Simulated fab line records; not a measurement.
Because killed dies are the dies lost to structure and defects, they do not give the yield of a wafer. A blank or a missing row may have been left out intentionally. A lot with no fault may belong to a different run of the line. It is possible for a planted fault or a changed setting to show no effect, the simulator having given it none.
Commonality check across tools | flow gf180mcu | 11 lots, 36 wafers sampled

WHY THIS WAS OPENED
At GF_HV_LDD_CD_MEAS_07 the reading cd-nm is flagged on 1 of 11 lots. No-fault wafers: 400.0 nm, standard deviation 2.3.
Rule: a lot is flagged when every wafer of it that has a number lies more than 4 standard deviations from that mean, or none has a number. All remaining lots are regarded as sound.

lot  | measured     | on        | cd-nm (nm), wafer by wafer          | flag
L590 | day 10 16:32 | cd-sem-02 | 392.6 393.1 393.2                   |
L598 | day 14 02:31 | cd-sem-02 | 319.8 320.5 322.5 319.6 320.4 322.2 | FLAGGED
L600 | day 14 04:46 | cd-sem-02 | 397.1 398.9 395.2                   |
L602 | day 14 23:07 | cd-sem-02 | 402.5 402.1 400.9                   |
L604 | day 15 09:35 | cd-sem-01 | 398.7 400.8 398.9                   |
L603 | day 15 10:35 | cd-sem-01 | 402.3 400.8 401.6                   |
L605 | day 15 15:52 | cd-sem-02 | 398.2 399.7 399.9                   |
L607 | day 16 00:22 | cd-sem-01 | 401.6 401.1 401.7                   |
L606 | day 16 06:10 | cd-sem-02 | 397.7 397.3 400.2                   |
L608 | day 16 12:31 | cd-sem-02 | 400.9 398.1 400.0                   |
L609 | day 16 17:42 | cd-sem-01 | 398.9 398.8 399.8                   |
The mean of the flagged lots' numbers is 320.8 nm, -79.2 nm from the usual (-34 standard deviations).

EACH LOT AND THE TOOL IT RAN ON
3 process steps preceding the reading are held in the record, out of 602 steps in the route. Read each cell as the tool, then ch plus the chambers that the sampled wafers visited, then the start.
lot  | flag    | GF_LVPWELL_STRIP_10                 | GF_VT_IMPLANT_STRIP_31               | GF_HV_LDD_EXPOSE_04
L590 |         | plasma-asher-01 ch 0,1, day 4 12:45 | plasma-asher-03 ch 0,1, day 7 10:42  | iline-stepper-01 ch 0, day 10 08:07
L598 | FLAGGED | plasma-asher-04 ch 0,1, day 7 02:10 | plasma-asher-02 ch 0,1, day 10 13:37 | iline-stepper-02 ch 0, day 13 16:29
L600 |         | plasma-asher-01 ch 0,1, day 7 02:49 | plasma-asher-03 ch 0,1, day 10 15:51 | iline-stepper-02 ch 0, day 13 19:20
L602 |         | plasma-asher-01 ch 1, day 7 17:04   | plasma-asher-03 ch 0,1, day 11 06:51 | iline-stepper-01 ch 0, day 14 12:59
L604 |         | plasma-asher-04 ch 0,1, day 7 23:27 | plasma-asher-03 ch 0,1, day 11 14:54 | iline-stepper-02 ch 0, day 14 22:42
L603 |         | plasma-asher-03 ch 0,1, day 7 23:48 | plasma-asher-03 ch 0,1, day 11 15:58 | iline-stepper-01 ch 0, day 15 00:04
L605 |         | plasma-asher-03 ch 0,1, day 8 03:34 | plasma-asher-02 ch 1, day 11 20:39   | iline-stepper-02 ch 0, day 15 05:08
L607 |         | plasma-asher-01 ch 0,1, day 8 12:31 | plasma-asher-03 ch 0,1, day 12 06:46 | iline-stepper-01 ch 0, day 15 13:44
L606 |         | plasma-asher-03 ch 0,1, day 8 14:53 | plasma-asher-03 ch 0,1, day 12 08:42 | iline-stepper-02 ch 0, day 15 19:01
L608 |         | plasma-asher-03 ch 1, day 8 22:34   | plasma-asher-01 ch 0,1, day 12 17:58 | iline-stepper-01 ch 0, day 16 01:32
L609 |         | plasma-asher-03 ch 0,1, day 9 01:52 | plasma-asher-01 ch 0,1, day 12 22:01 | iline-stepper-01 ch 0, day 16 07:26
What these steps do:
- GF_LVPWELL_STRIP_10: strips in O2/N2.
- GF_VT_IMPLANT_STRIP_31: strips in O2/N2.
- GF_HV_LDD_EXPOSE_04: exposes mask Nplus LV AREA, target cd 400 nm.
- GF_HV_LDD_CD_MEAS_07: target cd 400 nm.

FLAGGED AGAINST TOTAL, ONE TOOL AT A TIME (gauges that did the reading follow at the end)
step                   | tool             | lots run | flagged | share of the flagged lots | sound lots run after its first flagged lot
GF_LVPWELL_STRIP_10    | plasma-asher-01  | 4        | 0       | none                      | -
GF_LVPWELL_STRIP_10    | plasma-asher-03  | 5        | 0       | none                      | -
GF_LVPWELL_STRIP_10    | plasma-asher-04  | 2        | 1       | all                       | 1 (L604)
GF_VT_IMPLANT_STRIP_31 | plasma-asher-01  | 2        | 0       | none                      | -
GF_VT_IMPLANT_STRIP_31 | plasma-asher-02  | 2        | 1       | all                       | 1 (L605)
GF_VT_IMPLANT_STRIP_31 | plasma-asher-03  | 7        | 0       | none                      | -
GF_HV_LDD_EXPOSE_04    | iline-stepper-01 | 6        | 0       | none                      | -
GF_HV_LDD_EXPOSE_04    | iline-stepper-02 | 5        | 1       | all                       | 4 (L600,L604,L605,L606)
GF_HV_LDD_CD_MEAS_07   | cd-sem-01        | 4        | 0       | none                      | -
GF_HV_LDD_CD_MEAS_07   | cd-sem-02        | 7        | 1       | all                       | 5 (L600,L602,L605,L606,L608)

WHAT THE TABLE PERMITS
4 rows of the table ran every flagged lot: plasma-asher-04 at GF_LVPWELL_STRIP_10, plasma-asher-02 at GF_VT_IMPLANT_STRIP_31, iline-stepper-02 at GF_HV_LDD_EXPOSE_04, cd-sem-02 at GF_HV_LDD_CD_MEAS_07.
- plasma-asher-04 at GF_LVPWELL_STRIP_10 ran 2 lots, 1 of them flagged. Sound lots ran on it after the first flagged one (L604), which a lasting fault on the whole tool wouldn't allow.
- plasma-asher-02 at GF_VT_IMPLANT_STRIP_31 ran 2 lots, 1 of them flagged. Sound lots ran on it after the first flagged one (L605), which a lasting fault on the whole tool wouldn't allow.
- iline-stepper-02 at GF_HV_LDD_EXPOSE_04 ran 5 lots, 1 of them flagged. Sound lots ran on it after the first flagged one (L600, L604, L605, L606), which a lasting fault on the whole tool wouldn't allow.
- cd-sem-02 at GF_HV_LDD_CD_MEAS_07 ran 7 lots, 1 of them flagged. Sound lots ran on it after the first flagged one (L600, L602, L605, L606, L608), which a lasting fault on the whole tool wouldn't allow.
None of the table's rows ran every flagged lot and, after the first, no sound lot.

WHAT HAD BEEN PUT IN BY THE SIMULATOR
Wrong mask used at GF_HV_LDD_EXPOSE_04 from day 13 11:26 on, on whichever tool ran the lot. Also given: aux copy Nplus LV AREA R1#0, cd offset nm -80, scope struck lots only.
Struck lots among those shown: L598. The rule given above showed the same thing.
